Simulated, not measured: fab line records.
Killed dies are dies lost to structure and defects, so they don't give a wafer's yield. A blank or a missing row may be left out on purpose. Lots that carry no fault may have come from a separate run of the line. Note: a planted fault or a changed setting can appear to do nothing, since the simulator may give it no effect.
Comparing a struck lot with a sound one / flow sky130 / 16 out of 708 route steps
Sound: these wafers, L215.4, L215.5, L215.6. Wafers struck: L204.1, L204.2, L204.6. The cause is given at the end.
Each step with rows lists, per side, the tool, then ch with its chambers, then its first start. Under that, the readings that differ: sound wafers / struck wafers / difference of the means / sigmas: that difference in standard deviations of wafers without a fault.
alike: readings with means less than 2 such deviations apart, plus words and numbers identical on both sides. not compared: withheld readings, readings lacking a value on some wafer, bounds such as >300 that could conceal the same value, and numbers that have no deviation in the record and whose values overlap.
The two part at a step that has a row with sigmas, a row that says differs or no value, or rows on one side only. Numbers that have no deviation but don't overlap get no sigmas and don't part them. A reading missing from all wafers of one side parts the sides only when that side holds two or more wafers.

first, 2 steps without rows for these wafers: SKY_METAL4_PEB_11; SKY_METAL4_DEVELOP_12 (develop time 60 s).
SKY_METAL4_CD_MEAS_13: target cd 300 nm.
  sound: cd-sem-01 at day 46 11:28; struck: cd-sem-02 at day 43 21:18
  alike: cd-nm
SKY_METAL4_OVL_MEAS_14:
  sound: overlay-01 at day 46 11:32; struck: overlay-01 at day 43 21:25
  alike: METAL4_OVL
SKY_METAL4_DESCUM_15: chemistry O2, time 8 s.
  sound on rie-metal-02 ch 0,1, day 46 11:34; struck on rie-metal-03 ch 1, day 43 21:27
  alike: drypump-motor-current-A, oes-product-au
  not compared: rf-hours-counter-h
SKY_METAL4_ETCH_16: etches BARC in N2/H2, stops on SiO2, time 88.2 s, target depth 60 nm.
  sound on rie-metal-02 ch 0,1, day 46 11:37; struck on rie-metal-03 ch 1, day 43 21:31
  alike: drypump-motor-current-A, oes-product-au, throttle-valve-pct
  not compared: rf-hours-counter-h
SKY_METAL4_ETCH_17: etches SiO2 in C4F8/O2/Ar, stops on TiN, time 3.9 s, target depth 15 nm.
  sound on rie-diel-03 ch 1,2, day 46 11:41; struck on rie-diel-04 ch 1,2, day 43 21:43
reading=oes-product-au (a.u.); sound=0.768 0.772 0.766; struck=0.757 0.746 0.749; difference=-0.018; sigmas=-2
  not compared: rf-hours-counter-h
then, 1 step without rows for these wafers: SKY_METAL4_METAL_ETCH_18 (etches the open film in Cl2/BCl3, stops on SiO2, target depth 845 nm, time 183.1 s).
SKY_METAL4_STRIP_19: strips in O2/N2.
  sound on plasma-asher-04 ch 0,1, day 46 11:55; struck on plasma-asher-03 ch 0,1, day 43 21:55
  alike: drypump-motor-current-A, oes-product-au, strip-time-to-endpoint-s
  not compared: rf-hours-counter-h
then, 3 steps without rows for these wafers: SKY_METAL4_STRIP_20 (strips in post etch residue remover, time 1200 s); SKY_METAL4_CLEAN_21 (cleans in IPA, time 180 s); SKY_METAL4_CLEAN_22 (cleans in O3/DIW).
SKY_VIA4_HDPCVD_00: deposits SiO2, target thk 1750 nm, time 291.7 s.
  sound on hdpcvd-02 ch 0,1,2, day 46 12:36; struck on hdpcvd-02 ch 0,1, day 43 22:57
reading=run-length-s (s); sound=319.5 320.1 319.5; struck=242.1 241.8 242.2; difference=-77.7; sigmas=-99 or more
reading=model.SiO2_of_VIA4_HDPCVD_00.thk-nm (nm); sound=1728 1754 1721; struck=1285 1283 1293; difference=-447; sigmas=
  alike: pressure-mtorr
SKY_VIA4_THK_MEAS_01:
  sound: film-metro-04 at day 46 12:43; struck: film-metro-03 at day 43 23:08
reading=VIA4_HDPCVD_THK (nm); sound=1728 1755 1721; struck=1285 1283 1293; difference=-448; sigmas=-24
SKY_VIA4_CMP_02: polishes SiO2.
  sound on cmp-01 ch 1,2,3, day 46 12:54; struck on cmp-01 ch 1,2, day 43 23:11
  alike: motor-current-A, platen-rpm
-- the record jumps here: 4 days lie between the struck wafers' starts before and after (it left off in module VIA4 and takes up again in module PAD_OPEN, whose first step shown is number 708 of the route) --
SKY_PAD_OPEN_PROBE_99:
  sound: prober-01 at day 49 22:37; struck: prober-01 at day 47 15:52
reading=killed-at-front-end; sound=23 25 19; struck=11 11 14; difference=-10; sigmas=-2
reading=model.etest.tester.sort-n-pass; sound=399 406 408; struck=316 331 357; difference=-70; sigmas=
reading=model.etest.tester.sort-yield-pct (%); sound=81.1 82.52 82.93; struck=64.23 67.28 72.56; difference=-14.16; sigmas=
reading=model.etest.tester.sort_bin_3_pct (%); sound=0.813 0.813 0.813; struck=18.9 13.82 10.98; difference=+13.8; sigmas=
reading=model.etest.met5-comb.leak-log10-a-um; sound=-11.9 -12.19 -11.84; struck=-8.196 -8.132 -8.61; difference=+3.664; sigmas=
reading=model.etest.tester.sort_bin_8_pct (%); sound=0 0 0; struck=5.238e-06 2.509e-06 5.782e-06; difference=+4.510e-06; sigmas=
  alike: defect-limited-yield, killed_at_M0_to_M3, killed_at_M4_up, killed-at-contacts, killed-at-other, killed-dies, killed-open, killed-short

== WHERE THEY PART ==
At SKY_METAL4_ETCH_17 first; at SKY_PAD_OPEN_PROBE_99 last (within this record only).

WHY: the cause the simulator had injected
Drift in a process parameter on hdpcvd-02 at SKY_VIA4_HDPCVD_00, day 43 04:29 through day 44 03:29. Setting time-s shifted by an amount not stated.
